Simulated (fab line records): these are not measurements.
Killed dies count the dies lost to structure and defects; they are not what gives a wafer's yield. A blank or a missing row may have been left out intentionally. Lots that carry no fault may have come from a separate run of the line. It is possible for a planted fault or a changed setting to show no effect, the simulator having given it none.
fab line records || flow sfqLine
record: {"lots": 5, "wafers": 15, "lastDay": 87}
route steps=325 shown M0@32 I0@43
lots that met no fault: taken from a fault-free run of the same line
startH: hours from the record's opening day to when the first of the lot's shown wafers began || waitH: how many hours have passed since the lot's step before this one || " as in the row above || L1.1+2: a single row standing in for several wafers || - no value present, or no start provided || * or withheld: withheld || < > ~ a bound
route shown NAME@n: NAME is a module with steps in the file, n the number in the route of the first one || usual: the fault-free wafers' mean and standard deviation || same: alike in all rows || chamber/n: place in a boat || sites: per-site readings || _std_site: standard deviation of those values || _edge_site: mean of outer sites minus mean of inner sites || radiusMm: for every site, how far away it sits from the centre of the wafer || mask NAME#n: copy n || behind: the most recent tool/chamber to have shaped the wafer || hold: the reason the lot was held/the length of the hold in hours/how it ended || device: the transistor (n, p or np) that didn't switch || end of line: tests run on the same wafers once the route is complete || a step without rows: its recipe alone || killed: dies that structure and defects cost at the first sort, which is not the same as the wafer's yield || map: a wafer's dies, marking killed ones x, the rest . and places with no die _
set.NAME: the run value of the setting; set.NAME@STEP: its run value at that earlier step || model.NAME: the simulator's own value behind a step, which no gauge read
lots at selected steps of the route; one table per step, one row per wafer
services: from which hour (startH, from the record's first day; less than 0 if before it) a tool's chamber was out of use, for how many hours, and why
== steps ==
step: SFQ_TRILAYER_M0_LITHO_COAT_026
recipe: {"resist": "BARC", "spinRpm": 3000, "resistThkNm": 62}
step: SFQ_TRILAYER_M0_LITHO_COAT_021
recipe: {"resist": "KrF", "spinRpm": 3000, "resistThkNm": 600}
step: SFQ_TRILAYER_M0_LITHO_SOFTBAKE_025
recipe: {"tempC": "withheld", "timeS": "withheld", "resist": "KrF"}
step: SFQ_TRILAYER_M0_LITHO_EXPOSE_022
recipe: {"maskId": "M0", "na": 0.6, "sourceShape": "conventional", "sigmaOuter": 0.65, "targetCdNm": 500, "doseMj": 14.4}
step: SFQ_TRILAYER_M0_LITHO_PEB_024
recipe: {"pebTempC": 115, "pebTimeS": 60, "resist": "KrF"}
step: SFQ_TRILAYER_M0_LITHO_DEVELOP_023
recipe: {"timeS": 60, "resist": "KrF"}
step: SFQ_M0_OVL_MEAS_906
usual: {"M0_OVL": "-2/6.3"}
{"lot.wafer": "L355.1", "tool": "overlay-02", "chamber": "-", "startH": 294.55, "waitH": 0.1, "M0_OVL[nm]": 2}
{"lot.wafer": "L355.3", "tool": "overlay-02", "chamber": "-", "startH": 294.55, "waitH": 0.1, "M0_OVL[nm]": 6}
{"lot.wafer": "L355.6", "tool": "overlay-02", "chamber": "-", "startH": 294.55, "waitH": 0.1, "M0_OVL[nm]": 1}
{"lot.wafer": "L359.1", "tool": "overlay-01", "chamber": "-", "startH": 322.48, "waitH": 0.1, "M0_OVL[nm]": -8}
{"lot.wafer": "L359.5", "tool": "overlay-01", "chamber": "-", "startH": 322.48, "waitH": 0.1, "M0_OVL[nm]": -10}
{"lot.wafer": "L359.6", "tool": "overlay-01", "chamber": "-", "startH": 322.48, "waitH": 0.1, "M0_OVL[nm]": -1}
{"lot.wafer": "L368.1", "tool": "overlay-02", "chamber": "-", "startH": 407.04, "waitH": 0.1, "M0_OVL[nm]": -12}
{"lot.wafer": "L368.2", "tool": "overlay-02", "chamber": "-", "startH": 407.04, "waitH": 0.1, "M0_OVL[nm]": -6}
{"lot.wafer": "L368.6", "tool": "overlay-02", "chamber": "-", "startH": 407.04, "waitH": 0.1, "M0_OVL[nm]": -11}
{"lot.wafer": "L371.3", "tool": "overlay-01", "chamber": "-", "startH": 435.80, "waitH": 0.1, "M0_OVL[nm]": 2}
{"lot.wafer": "L371.4", "tool": "overlay-01", "chamber": "-", "startH": 435.80, "waitH": 0.1, "M0_OVL[nm]": 2}
{"lot.wafer": "L371.6", "tool": "overlay-01", "chamber": "-", "startH": 435.80, "waitH": 0.1, "M0_OVL[nm]": -3}
{"lot.wafer": "L376.1", "tool": "overlay-02", "chamber": "-", "startH": 479.39, "waitH": 0.1, "M0_OVL[nm]": -4}
{"lot.wafer": "L376.2", "tool": "overlay-02", "chamber": "-", "startH": 479.39, "waitH": 0.1, "M0_OVL[nm]": -4}
{"lot.wafer": "L376.4", "tool": "overlay-02", "chamber": "-", "startH": 479.39, "waitH": 0.1, "M0_OVL[nm]": -4}
step: SFQ_TRILAYER_M0_BARC_OPEN_METAL_ETCH_031
recipe: {"maskMaterial": "PR", "chemistry": "O2", "targetDepthNm": 125, "target": "BARC", "icpW": 600, "biasW": 80, "pressureMtorr": 10, "timeS": 41.7}
usual: {"biasW": "79.99/0.23", "drypumpMotorCurrentA": "5.9/0.35", "oesProductAu": "0.685/0.0042", "rfFwdPowerW": "592.9/2.7"}
{"lot.wafer": "L355.1", "tool": "rieMetal-03", "chamber": 0, "startH": 294.58, "waitH": 0.0, "biasW": 80.12, "drypumpMotorCurrentA": 5.6, "oesProductAu": 0.685, "rfFwdPowerW": 597.4, "rfHoursCounterH": 14}
{"lot.wafer": "L355.3", "tool": "rieMetal-03", "chamber": 1, "startH": 294.58, "waitH": 0.0, "biasW": 80.01, "drypumpMotorCurrentA": 6.1, "oesProductAu": 0.685, "rfFwdPowerW": 591.9, "rfHoursCounterH": "-"}
{"lot.wafer": "L355.6", "tool": "rieMetal-03", "chamber": 1, "startH": 294.58, "waitH": 0.0, "biasW": 80.07, "drypumpMotorCurrentA": 6.1, "oesProductAu": 0.674, "rfFwdPowerW": 593.1, "rfHoursCounterH": "-"}
{"lot.wafer": "L359.1", "tool": "rieMetal-02", "chamber": 0, "startH": 322.52, "waitH": 0.0, "biasW": 79.67, "drypumpMotorCurrentA": 5.6, "oesProductAu": 0.684, "rfFwdPowerW": 593.1, "rfHoursCounterH": 155}
{"lot.wafer": "L359.5", "tool": "rieMetal-02", "chamber": 0, "startH": 322.52, "waitH": 0.0, "biasW": 79.98, "drypumpMotorCurrentA": 5.6, "oesProductAu": 0.683, "rfFwdPowerW": 595.8, "rfHoursCounterH": "-"}
{"lot.wafer": "L359.6", "tool": "rieMetal-02", "chamber": 1, "startH": 322.52, "waitH": 0.0, "biasW": 80.09, "drypumpMotorCurrentA": 6.5, "oesProductAu": 0.684, "rfFwdPowerW": 592.7, "rfHoursCounterH": "-"}
{"lot.wafer": "L368.1", "tool": "rieMetal-02", "chamber": 1, "startH": 407.08, "waitH": 0.0, "biasW": 80.17, "drypumpMotorCurrentA": 6.6, "oesProductAu": 0.686, "rfFwdPowerW": 593.2, "rfHoursCounterH": 19}
{"lot.wafer": "L368.2", "tool": "rieMetal-02", "chamber": 0, "startH": 407.08, "waitH": 0.0, "biasW": 80.18, "drypumpMotorCurrentA": 5.6, "oesProductAu": 0.687, "rfFwdPowerW": 595.0, "rfHoursCounterH": 165}
{"lot.wafer": "L368.6", "tool": "rieMetal-02", "chamber": 1, "startH": 407.08, "waitH": 0.0, "biasW": 80.27, "drypumpMotorCurrentA": 6.5, "oesProductAu": 0.680, "rfFwdPowerW": 593.0, "rfHoursCounterH": "-"}
{"lot.wafer": "L371.3", "tool": "rieMetal-03", "chamber": 1, "startH": 435.85, "waitH": 0.0, "biasW": 80.03, "drypumpMotorCurrentA": 6.1, "oesProductAu": 0.687, "rfFwdPowerW": 592.3, "rfHoursCounterH": "-"}
{"lot.wafer": "L371.4", "tool": "rieMetal-03", "chamber": 0, "startH": 435.85, "waitH": 0.0, "biasW": 79.94, "drypumpMotorCurrentA": 5.6, "oesProductAu": 0.692, "rfFwdPowerW": 592.3, "rfHoursCounterH": "-"}
{"lot.wafer": "L371.6", "tool": "rieMetal-03", "chamber": 1, "startH": 435.85, "waitH": 0.0, "biasW": 79.83, "drypumpMotorCurrentA": 6.1, "oesProductAu": 0.683, "rfFwdPowerW": 588.9, "rfHoursCounterH": "-"}
{"lot.wafer": "L376.1", "tool": "rieMetal-01", "chamber": 0, "startH": 479.42, "waitH": 0.0, "biasW": 79.59, "drypumpMotorCurrentA": 5.7, "oesProductAu": 0.690, "rfFwdPowerW": 590.2, "rfHoursCounterH": 148}
{"lot.wafer": "L376.2", "tool": "rieMetal-01", "chamber": 1, "startH": 479.42, "waitH": 0.0, "biasW": 80.18, "drypumpMotorCurrentA": 6.0, "oesProductAu": 0.681, "rfFwdPowerW": 593.5, "rfHoursCounterH": 62}
{"lot.wafer": "L376.4", "tool": "rieMetal-01", "chamber": 1, "startH": 479.42, "waitH": 0.0, "biasW": 80.06, "drypumpMotorCurrentA": 6.0, "oesProductAu": 0.685, "rfFwdPowerW": 593.8, "rfHoursCounterH": "-"}
step: SFQ_TRILAYER_M0_ETCH_METAL_ETCH_024
recipe: {"target": "Nb", "stopOn": "SiO2", "maskMaterial": "PR", "chemistry": "Cl2/Ar", "targetDepthNm": 240, "icpW": 600, "biasW": 80, "pressureMtorr": 10, "timeS": 120}
usual: {"biasW": "80.00/0.23", "drypumpMotorCurrentA": "5.9/0.35", "oesProductAu": "0.893/0.0084", "rfFwdPowerW": "596.7/1.8"}
{"lot.wafer": "L355.1", "tool": "rieMetal-03", "chamber": 0, "startH": 294.64, "waitH": 0.0, "biasW": 79.75, "drypumpMotorCurrentA": 5.6, "oesProductAu": 0.897, "rfFwdPowerW": 595.9, "rfHoursCounterH": 14}
{"lot.wafer": "L355.3", "tool": "rieMetal-03", "chamber": 1, "startH": 294.64, "waitH": 0.0, "biasW": 80.05, "drypumpMotorCurrentA": 6.1, "oesProductAu": 0.892, "rfFwdPowerW": 597.2, "rfHoursCounterH": "-"}
{"lot.wafer": "L355.6", "tool": "rieMetal-03", "chamber": 1, "startH": 294.64, "waitH": 0.0, "biasW": 79.93, "drypumpMotorCurrentA": 6.1, "oesProductAu": 0.892, "rfFwdPowerW": 597.8, "rfHoursCounterH": "-"}
{"lot.wafer": "L359.1", "tool": "rieMetal-02", "chamber": 0, "startH": 322.58, "waitH": 0.0, "biasW": 79.85, "drypumpMotorCurrentA": 5.6, "oesProductAu": 0.887, "rfFwdPowerW": 597.3, "rfHoursCounterH": 155}
{"lot.wafer": "L359.5", "tool": "rieMetal-02", "chamber": 0, "startH": 322.58, "waitH": 0.0, "biasW": 79.71, "drypumpMotorCurrentA": 5.6, "oesProductAu": 0.887, "rfFwdPowerW": 598.9, "rfHoursCounterH": "-"}
{"lot.wafer": "L359.6", "tool": "rieMetal-02", "chamber": 1, "startH": 322.58, "waitH": 0.0, "biasW": 79.85, "drypumpMotorCurrentA": 6.5, "oesProductAu": 0.889, "rfFwdPowerW": 598.4, "rfHoursCounterH": "-"}
{"lot.wafer": "L368.1", "tool": "rieMetal-02", "chamber": 1, "startH": 407.14, "waitH": 0.0, "biasW": 80.25, "drypumpMotorCurrentA": 6.5, "oesProductAu": 0.895, "rfFwdPowerW": 597.2, "rfHoursCounterH": 19}
{"lot.wafer": "L368.2", "tool": "rieMetal-02", "chamber": 0, "startH": 407.14, "waitH": 0.0, "biasW": 79.67, "drypumpMotorCurrentA": 5.6, "oesProductAu": 0.909, "rfFwdPowerW": 596.9, "rfHoursCounterH": 165}
{"lot.wafer": "L368.6", "tool": "rieMetal-02", "chamber": 1, "startH": 407.14, "waitH": 0.0, "biasW": 80.41, "drypumpMotorCurrentA": 6.5, "oesProductAu": 0.896, "rfFwdPowerW": 595.4, "rfHoursCounterH": "-"}
{"lot.wafer": "L371.3", "tool": "rieMetal-03", "chamber": 1, "startH": 435.93, "waitH": 0.1, "biasW": 80.31, "drypumpMotorCurrentA": 6.1, "oesProductAu": 0.906, "rfFwdPowerW": 594.3, "rfHoursCounterH": "-"}
{"lot.wafer": "L371.4", "tool": "rieMetal-03", "chamber": 0, "startH": 435.93, "waitH": 0.1, "biasW": 80.00, "drypumpMotorCurrentA": 5.6, "oesProductAu": 0.896, "rfFwdPowerW": 597.4, "rfHoursCounterH": "-"}
{"lot.wafer": "L371.6", "tool": "rieMetal-03", "chamber": 1, "startH": 435.93, "waitH": 0.1, "biasW": 80.48, "drypumpMotorCurrentA": 6.1, "oesProductAu": 0.901, "rfFwdPowerW": 592.8, "rfHoursCounterH": "-"}
{"lot.wafer": "L376.1", "tool": "rieMetal-01", "chamber": 0, "startH": 479.48, "waitH": 0.0, "biasW": 80.01, "drypumpMotorCurrentA": 5.7, "oesProductAu": 0.901, "rfFwdPowerW": 594.0, "rfHoursCounterH": 148}
{"lot.wafer": "L376.2", "tool": "rieMetal-01", "chamber": 1, "startH": 479.48, "waitH": 0.0, "biasW": 80.03, "drypumpMotorCurrentA": 6.0, "oesProductAu": 0.899, "rfFwdPowerW": 601.4, "rfHoursCounterH": 62}
{"lot.wafer": "L376.4", "tool": "rieMetal-01", "chamber": 1, "startH": 479.48, "waitH": 0.0, "biasW": 80.04, "drypumpMotorCurrentA": 6.0, "oesProductAu": 0.889, "rfFwdPowerW": 599.3, "rfHoursCounterH": "-"}
step: SFQ_TRILAYER_M0_STRIP_STRIP_025
recipe: {"gas": "O2", "powerW": 200, "platenTempC": 40, "overashFraction": 0.65, "chemistry": "O2", "pressureMtorr": 50}
usual: {"drypumpMotorCurrentA": "5.9/0.35", "oesProductAu": "0.998/0.0088", "platenTempC": "40.00/0.11"}
{"lot.wafer": "L355.1", "tool": "rieMetal-03", "chamber": 0, "startH": 294.77, "waitH": 0.1, "drypumpMotorCurrentA": 5.6, "oesProductAu": 1.006, "platenTempC": 39.88, "rfHoursCounterH": 14}
{"lot.wafer": "L355.3", "tool": "rieMetal-03", "chamber": 1, "startH": 294.77, "waitH": 0.1, "drypumpMotorCurrentA": 6.1, "oesProductAu": 0.997, "platenTempC": 39.82, "rfHoursCounterH": "-"}
{"lot.wafer": "L355.6", "tool": "rieMetal-03", "chamber": 1, "startH": 294.77, "waitH": 0.1, "drypumpMotorCurrentA": 6.1, "oesProductAu": 1.005, "platenTempC": 39.75, "rfHoursCounterH": "-"}
{"lot.wafer": "L359.1", "tool": "rieMetal-02", "chamber": 0, "startH": 322.71, "waitH": 0.1, "drypumpMotorCurrentA": 5.6, "oesProductAu": 1.002, "platenTempC": 40.15, "rfHoursCounterH": 155}
{"lot.wafer": "L359.5", "tool": "rieMetal-02", "chamber": 0, "startH": 322.71, "waitH": 0.1, "drypumpMotorCurrentA": 5.6, "oesProductAu": 1.001, "platenTempC": 40.08, "rfHoursCounterH": "-"}
{"lot.wafer": "L359.6", "tool": "rieMetal-02", "chamber": 1, "startH": 322.71, "waitH": 0.1, "drypumpMotorCurrentA": 6.5, "oesProductAu": 0.991, "platenTempC": 39.83, "rfHoursCounterH": "-"}
{"lot.wafer": "L368.1", "tool": "rieMetal-02", "chamber": 1, "startH": 407.26, "waitH": 0.1, "drypumpMotorCurrentA": 6.5, "oesProductAu": 0.997, "platenTempC": 40.09, "rfHoursCounterH": 19}
{"lot.wafer": "L368.2", "tool": "rieMetal-02", "chamber": 0, "startH": 407.26, "waitH": 0.1, "drypumpMotorCurrentA": 5.6, "oesProductAu": 1.002, "platenTempC": 40.06, "rfHoursCounterH": 165}
{"lot.wafer": "L368.6", "tool": "rieMetal-02", "chamber": 1, "startH": 407.26, "waitH": 0.1, "drypumpMotorCurrentA": 6.5, "oesProductAu": 0.996, "platenTempC": 39.97, "rfHoursCounterH": "-"}
{"lot.wafer": "L371.3", "tool": "rieMetal-03", "chamber": 1, "startH": 436.21, "waitH": 0.2, "drypumpMotorCurrentA": 6.1, "oesProductAu": 1.004, "platenTempC": 40.05, "rfHoursCounterH": "-"}
{"lot.wafer": "L371.4", "tool": "rieMetal-03", "chamber": 0, "startH": 436.21, "waitH": 0.2, "drypumpMotorCurrentA": 5.6, "oesProductAu": 0.996, "platenTempC": 39.98, "rfHoursCounterH": "-"}
{"lot.wafer": "L371.6", "tool": "rieMetal-03", "chamber": 1, "startH": 436.21, "waitH": 0.2, "drypumpMotorCurrentA": 6.1, "oesProductAu": 1.000, "platenTempC": 39.99, "rfHoursCounterH": "-"}
{"lot.wafer": "L376.1", "tool": "rieMetal-01", "chamber": 0, "startH": 479.61, "waitH": 0.1, "drypumpMotorCurrentA": 5.6, "oesProductAu": 0.990, "platenTempC": 40.06, "rfHoursCounterH": 148}
{"lot.wafer": "L376.2", "tool": "rieMetal-01", "chamber": 1, "startH": 479.61, "waitH": 0.1, "drypumpMotorCurrentA": 6.0, "oesProductAu": 0.976, "platenTempC": 40.05, "rfHoursCounterH": 62}
{"lot.wafer": "L376.4", "tool": "rieMetal-01", "chamber": 1, "startH": 479.61, "waitH": 0.1, "drypumpMotorCurrentA": 5.9, "oesProductAu": 0.976, "platenTempC": 39.94, "rfHoursCounterH": "-"}
step: SFQ_TRILAYER_M0_STRIP_SOLV_CLEAN_026
recipe: {"chemistry": "NMP", "tempC": 70, "timeS": 600}
step: SFQ_TRILAYER_I0_DEP_PECVD_027
recipe: {"material": "SiO2", "tempC": 150, "timeS": 111.11, "pressureTorr": 2.4, "rfW": 183.3, "precursor": "SiH4/N2O", "targetThkNm": 500}
usual: {"heaterPowerW": "82/19", "rfFwdPowerW": "182.3/0.63", "throttleValvePct": "24.2/1.2"}
{"lot.wafer": "L355.1", "tool": "pecvd-03", "chamber": 1, "startH": 295.54, "waitH": 0.0, "heaterPowerW": 75, "rfFwdPowerW": 183.5, "throttleValvePct": 24.3}
{"lot.wafer": "L355.3", "tool": "pecvd-03", "chamber": 1, "startH": 295.54, "waitH": 0.0, "heaterPowerW": 80, "rfFwdPowerW": 183.1, "throttleValvePct": 24.3}
{"lot.wafer": "L355.6", "tool": "pecvd-03", "chamber": 1, "startH": 295.54, "waitH": 0.0, "heaterPowerW": 82, "rfFwdPowerW": 182.8, "throttleValvePct": 24.2}
{"lot.wafer": "L359.1", "tool": "pecvd-02", "chamber": 1, "startH": 323.66, "waitH": 0.0, "heaterPowerW": 111, "rfFwdPowerW": 182.8, "throttleValvePct": 26.2}
{"lot.wafer": "L359.5", "tool": "pecvd-02", "chamber": 2, "startH": 323.66, "waitH": 0.0, "heaterPowerW": 45, "rfFwdPowerW": 183.6, "throttleValvePct": 26.8}
{"lot.wafer": "L359.6", "tool": "pecvd-02", "chamber": 1, "startH": 323.66, "waitH": 0.0, "heaterPowerW": 93, "rfFwdPowerW": 181.9, "throttleValvePct": 26.4}
{"lot.wafer": "L368.1", "tool": "pecvd-02", "chamber": 1, "startH": 408.04, "waitH": 0.0, "heaterPowerW": 98, "rfFwdPowerW": 182.5, "throttleValvePct": 26.2}
{"lot.wafer": "L368.2", "tool": "pecvd-02", "chamber": 0, "startH": 408.04, "waitH": 0.0, "heaterPowerW": 104, "rfFwdPowerW": 182.4, "throttleValvePct": 24.9}
{"lot.wafer": "L368.6", "tool": "pecvd-02", "chamber": 2, "startH": 408.04, "waitH": 0.0, "heaterPowerW": 34, "rfFwdPowerW": 182.7, "throttleValvePct": 26.5}
{"lot.wafer": "L371.3", "tool": "pecvd-04", "chamber": 0, "startH": 436.80, "waitH": 0.0, "heaterPowerW": 94, "rfFwdPowerW": 182.2, "throttleValvePct": 22.8}
{"lot.wafer": "L371.4", "tool": "pecvd-04", "chamber": 1, "startH": 436.80, "waitH": 0.0, "heaterPowerW": 81, "rfFwdPowerW": 182.5, "throttleValvePct": 23.6}
{"lot.wafer": "L371.6", "tool": "pecvd-04", "chamber": 0, "startH": 436.80, "waitH": 0.0, "heaterPowerW": 94, "rfFwdPowerW": 181.4, "throttleValvePct": 23.0}
{"lot.wafer": "L376.1", "tool": "pecvd-04", "chamber": 0, "startH": 480.38, "waitH": 0.0, "heaterPowerW": 86, "rfFwdPowerW": 181.4, "throttleValvePct": 23.1}
{"lot.wafer": "L376.2", "tool": "pecvd-04", "chamber": 1, "startH": 480.38, "waitH": 0.0, "heaterPowerW": 77, "rfFwdPowerW": 182.4, "throttleValvePct": 23.7}
{"lot.wafer": "L376.4", "tool": "pecvd-04", "chamber": 2, "startH": 480.38, "waitH": 0.0, "heaterPowerW": 84, "rfFwdPowerW": 182.6, "throttleValvePct": 23.5}
step: SFQ_TRILAYER_I0_CMP_CMP_028
recipe: {"material": "SiO2", "downForcePsi": 3, "platenRpm": 60, "padVelocityMS": 0.94248}
usual: {"motorCurrentA": "10.2/1.1", "platenRpm": "60.00/0.042", "timeToEndpointS": "214/7.3"}
{"lot.wafer": "L355.3", "tool": "cmp-02", "chamber": 1, "startH": 295.66, "waitH": 0.0, "motorCurrentA": 9.7, "platenRpm": 59.97, "timeToEndpointS": 226}
{"lot.wafer": "L355.1", "tool": "cmp-02", "chamber": 2, "startH": 295.66, "waitH": 0.0, "motorCurrentA": 10.3, "platenRpm": 60.03, "timeToEndpointS": 214}
{"lot.wafer": "L355.6", "tool": "cmp-02", "chamber": 2, "startH": 298.16, "waitH": 2.5, "motorCurrentA": 10.4, "platenRpm": 60.03, "timeToEndpointS": 214}
{"lot.wafer": "L359.1", "tool": "cmp-01", "chamber": 1, "startH": 327.07, "waitH": 3.4, "motorCurrentA": 10.9, "platenRpm": 59.98, "timeToEndpointS": 211}
{"lot.wafer": "L359.5", "tool": "cmp-01", "chamber": 2, "startH": 327.07, "waitH": 3.4, "motorCurrentA": 11.7, "platenRpm": 65.96, "timeToEndpointS": 202}
{"lot.wafer": "L359.6", "tool": "cmp-01", "chamber": 3, "startH": 327.07, "waitH": 3.4, "motorCurrentA": 11.9, "platenRpm": 60.00, "timeToEndpointS": 210}
{"lot.wafer": "L368.2", "tool": "cmp-01", "chamber": 0, "startH": 409.16, "waitH": 1.1, "motorCurrentA": 9.6, "platenRpm": 59.97, "timeToEndpointS": 218}
{"lot.wafer": "L368.1", "tool": "cmp-01", "chamber": 2, "startH": 410.16, "waitH": 2.1, "motorCurrentA": 11.1, "platenRpm": 59.99, "timeToEndpointS": 216}
{"lot.wafer": "L368.6", "tool": "cmp-01", "chamber": 3, "startH": 410.16, "waitH": 2.1, "motorCurrentA": 10.9, "platenRpm": 60.02, "timeToEndpointS": 211}
{"lot.wafer": "L371.4", "tool": "cmp-01", "chamber": 2, "startH": 437.38, "waitH": 0.5, "motorCurrentA": 11.4, "platenRpm": 59.99, "timeToEndpointS": 212}
{"lot.wafer": "L371.3", "tool": "cmp-01", "chamber": 0, "startH": 438.38, "waitH": 1.5, "motorCurrentA": 9.3, "platenRpm": 60.01, "timeToEndpointS": 212}
{"lot.wafer": "L371.6", "tool": "cmp-01", "chamber": 1, "startH": 438.38, "waitH": 1.5, "motorCurrentA": 11.8, "platenRpm": 59.97, "timeToEndpointS": 216}
{"lot.wafer": "L376.4", "tool": "cmp-02", "chamber": 1, "startH": 480.96, "waitH": 0.5, "motorCurrentA": 9.9, "platenRpm": 60.01, "timeToEndpointS": 223}
{"lot.wafer": "L376.2", "tool": "cmp-02", "chamber": 2, "startH": 480.96, "waitH": 0.5, "motorCurrentA": 10.3, "platenRpm": 60.06, "timeToEndpointS": 211}
{"lot.wafer": "L376.1", "tool": "cmp-02", "chamber": 3, "startH": 480.96, "waitH": 0.5, "motorCurrentA": 8.1, "platenRpm": 60.00, "timeToEndpointS": 207}
step: SFQ_I0_BOW_MEAS_907
recipe: {"mode": "bow"}
usual: {"I0_BOW": "2/6.9"}
{"lot.wafer": "L355.1", "tool": "filmMetro-02", "chamber": "-", "startH": 298.66, "waitH": 2.0, "I0_BOW[um]": 8}
{"lot.wafer": "L355.3", "tool": "filmMetro-02", "chamber": "-", "startH": 298.66, "waitH": 2.0, "I0_BOW[um]": -1}
{"lot.wafer": "L355.6", "tool": "filmMetro-02", "chamber": "-", "startH": 298.66, "waitH": 2.0, "I0_BOW[um]": 5}
{"lot.wafer": "L359.1", "tool": "filmMetro-01", "chamber": "-", "startH": 328.57, "waitH": 1.0, "I0_BOW[um]": -7}
{"lot.wafer": "L359.5", "tool": "filmMetro-01", "chamber": "-", "startH": 328.57, "waitH": 1.0, "I0_BOW[um]": -9}
{"lot.wafer": "L359.6", "tool": "filmMetro-01", "chamber": "-", "startH": 328.57, "waitH": 1.0, "I0_BOW[um]": -1}
{"lot.wafer": "L368.1", "tool": "filmMetro-03", "chamber": "-", "startH": 411.66, "waitH": 1.0, "I0_BOW[um]": 11}
{"lot.wafer": "L368.2", "tool": "filmMetro-03", "chamber": "-", "startH": 411.66, "waitH": 1.0, "I0_BOW[um]": 8}
{"lot.wafer": "L368.6", "tool": "filmMetro-03", "chamber": "-", "startH": 411.66, "waitH": 1.0, "I0_BOW[um]": -3}
{"lot.wafer": "L371.3", "tool": "filmMetro-03", "chamber": "-", "startH": 439.92, "waitH": 1.0, "I0_BOW[um]": 1}
{"lot.wafer": "L371.4", "tool": "filmMetro-03", "chamber": "-", "startH": 439.92, "waitH": 1.0, "I0_BOW[um]": 0}
{"lot.wafer": "L371.6", "tool": "filmMetro-03", "chamber": "-", "startH": 439.92, "waitH": 1.0, "I0_BOW[um]": -1}
{"lot.wafer": "L376.1", "tool": "filmMetro-01", "chamber": "-", "startH": 483.46, "waitH": 1.0, "I0_BOW[um]": -2}
{"lot.wafer": "L376.2", "tool": "filmMetro-01", "chamber": "-", "startH": 483.46, "waitH": 1.0, "I0_BOW[um]": 11}
{"lot.wafer": "L376.4", "tool": "filmMetro-01", "chamber": "-", "startH": 483.46, "waitH": 1.0, "I0_BOW[um]": -1}
== services ==
{"tool": "rieMetal-02", "chamber": "-", "startH": 272.10, "hours": 0.8, "kind": "repair"}
{"tool": "rieMetal-03", "chamber": "-", "startH": 283.13, "hours": 0.6, "kind": "repair"}
{"tool": "pecvd-03", "chamber": 0, "startH": 284.56, "hours": 4.9, "kind": "repair"}
{"tool": "pecvd-03", "chamber": 2, "startH": 284.61, "hours": 18.5, "kind": "repair"}
{"tool": "cmp-02", "chamber": "-", "startH": 286.30, "hours": 1.2, "kind": "repair"}
{"tool": "rieMetal-01", "chamber": 1, "startH": 295.68, "hours": 6.8, "kind": "repair"}
{"tool": "rieMetal-02", "chamber": "-", "startH": 301.08, "hours": 4.3, "kind": "pm"}
{"tool": "cmp-02", "chamber": "-", "startH": 308.62, "hours": 2.3, "kind": "repair"}
{"tool": "cmp-02", "chamber": "-", "startH": 317.10, "hours": 2.8, "kind": "repair"}
{"tool": "rieMetal-03", "chamber": 1, "startH": 331.26, "hours": "-", "kind": "clean"}
{"tool": "rieMetal-03", "chamber": 1, "startH": 331.26, "hours": 15.2, "kind": "scheduledDown"}
{"tool": "rieMetal-03", "chamber": 1, "startH": 331.26, "hours": 15.2, "kind": "ventCycle"}
{"tool": "cmp-01", "chamber": "-", "startH": 343.12, "hours": 3.7, "kind": "repair"}
{"tool": "pecvd-04", "chamber": 2, "startH": 351.63, "hours": 4.2, "kind": "repair"}
{"tool": "rieMetal-02", "chamber": "-", "startH": 361.29, "hours": 0.2, "kind": "repair"}
{"tool": "pecvd-03", "chamber": 1, "startH": 367.58, "hours": 5.8, "kind": "repair"}
{"tool": "pecvd-03", "chamber": 1, "startH": 396.65, "hours": 3.4, "kind": "repair"}
{"tool": "pecvd-04", "chamber": "-", "startH": 405.66, "hours": 0.9, "kind": "repair"}
{"tool": "cmp-02", "chamber": "-", "startH": 410.73, "hours": 4.0, "kind": "pm"}
{"tool": "rieMetal-02", "chamber": 0, "startH": 417.47, "hours": "-", "kind": "clean"}
{"tool": "cmp-02", "chamber": "-", "startH": 431.47, "hours": 6.8, "kind": "pm"}
{"tool": "rieMetal-01", "chamber": "-", "startH": 433.65, "hours": 3.9, "kind": "repair"}
{"tool": "pecvd-02", "chamber": 2, "startH": 472.49, "hours": 8.0, "kind": "repair"}
{"tool": "pecvd-04", "chamber": "-", "startH": 475.64, "hours": 0.4, "kind": "repair"}
== key ==
firstSign: {"step": "SFQ_TRILAYER_I0_CMP_CMP_028", "reading": "platenRpm", "direction": "up", "sigmas": "99+", "usual": 60.00, "struck": 65.96}
effect none on later readings
metAt SFQ_TRILAYER_I0_CMP_CMP_028
struckWafers L359.5
fault: {"kind": "processParameterDrift", "tool": "cmp-01", "chamber": 2, "onsetH": 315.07, "steps": "SFQ_TRILAYER_I0_CMP_CMP_028", "channel": "platenRpm", "offset": 6, "shape": "step", "endH": 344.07, "actsIn": "theseRecipesOnly", "stated": 60}
